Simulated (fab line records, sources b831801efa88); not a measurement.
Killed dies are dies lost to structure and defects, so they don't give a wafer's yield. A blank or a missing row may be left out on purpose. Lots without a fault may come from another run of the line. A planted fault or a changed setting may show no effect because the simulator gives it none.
Chamber matching | flow sky130 | SKY_VIA4_CMP_02 on cmp-01: 4 sister chambers
The step polishes SiO2. 4 wafers are shown with their chamber, then 7 later ones without.

WAFERS WITH THEIR CHAMBER
wafer  | chamber | motor_current_A (A)
L930.2 | 2       | 12.5
L930.4 | 1       | 14.9
L940.1 | 3       | 10.9
L940.2 | 0       | 12.5

WAFERS WITHOUT THEIR CHAMBER
wafer  | motor_current_A (A)
L940.3 | 12.2
L948.1 | 14.2
L948.2 | 12.9
L948.6 | 13.6
L946.2 | 13.0
L946.3 | 10.7
L946.4 | 14.2

WHICH CHAMBER EACH WENT THROUGH
wafer  | from the rows above          | in truth
L940.3 | can't be placed: 0 or 2 or 3 | 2
L948.1 | can't be placed: 1 or 0 or 2 | 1
L948.2 | can't be placed: 0 or 2      | 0
L948.6 | can't be placed: 0 or 2 or 1 | 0
L946.2 | can't be placed: 0 or 2      | 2
L946.3 | 3                            | 3
L946.4 | can't be placed: 1 or 0 or 2 | 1
Placed correctly: 1 of 7. Can't be placed from these rows: 6 (the true chamber is among the candidates in 6). Placed wrongly: 0.
How it was worked out, from the rows above alone: a wafer's distance from a chamber is the root of the sum, over the readings, of the square of ((its reading less the chamber's mean) divided by the reading's scatter). The wafer belongs to the nearest chamber; if the next one is less than 2 further off, it can't be placed. A chamber's mean is the mean of its shown wafers. The scatter: with one shown wafer a chamber, the root of the mean of the squares of how far each hidden wafer lies from its nearest shown one.
